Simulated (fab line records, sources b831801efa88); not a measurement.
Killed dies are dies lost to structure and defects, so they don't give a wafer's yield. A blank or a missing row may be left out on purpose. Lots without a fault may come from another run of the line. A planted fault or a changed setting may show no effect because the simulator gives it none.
Which tool did it? | flow gf180mcu | 6 lots, 18 wafers sampled, at 1 step of a route of 602

WHAT THE GAUGES READ, wafer by wafer
GF_HV_LDD_CD_MEAS_07: target cd 400 nm.
lot  | measured     | on        | cd_nm (nm)
L825 | day 10 02:32 | cd_sem-01 | 398.9 400.0 402.3
L827 | day 10 15:42 | cd_sem-02 | 402.4 400.5 400.8
L830 | day 11 18:21 | cd_sem-02 | 401.3 404.9 404.2
L832 | day 12 07:12 | cd_sem-02 | 399.7 399.0 401.5
L836 | day 13 14:38 | cd_sem-02 | 400.3 400.6 401.9
L839 | day 14 23:56 | cd_sem-01 | 397.8 398.1 395.4

WHICH TOOL RAN EACH LOT (tool, then ch and the chambers of the sampled wafers, then the start)
The record holds no process step before these readings.

THE ANSWER, worked out from the rows above alone
Rule: what is usual is taken from the lots themselves. Put in order of their means at a reading, lots are off if they are a third of the lots or fewer, leave a main group of 4 or more, and stand apart from it by a gap of 3 or more times the standard deviation of the main group's means; of several such gaps the widest counts. A main group whose means are all the same, to the digits that the tables above print for the reading, isn't used. A lot without any number at a reading at which 4 lots or more have one is off too. The other lots that the step has rows for count as sound.
No lot is off at any reading shown: from this, nothing can be told.

WHAT THE SIMULATOR HAD PUT IN
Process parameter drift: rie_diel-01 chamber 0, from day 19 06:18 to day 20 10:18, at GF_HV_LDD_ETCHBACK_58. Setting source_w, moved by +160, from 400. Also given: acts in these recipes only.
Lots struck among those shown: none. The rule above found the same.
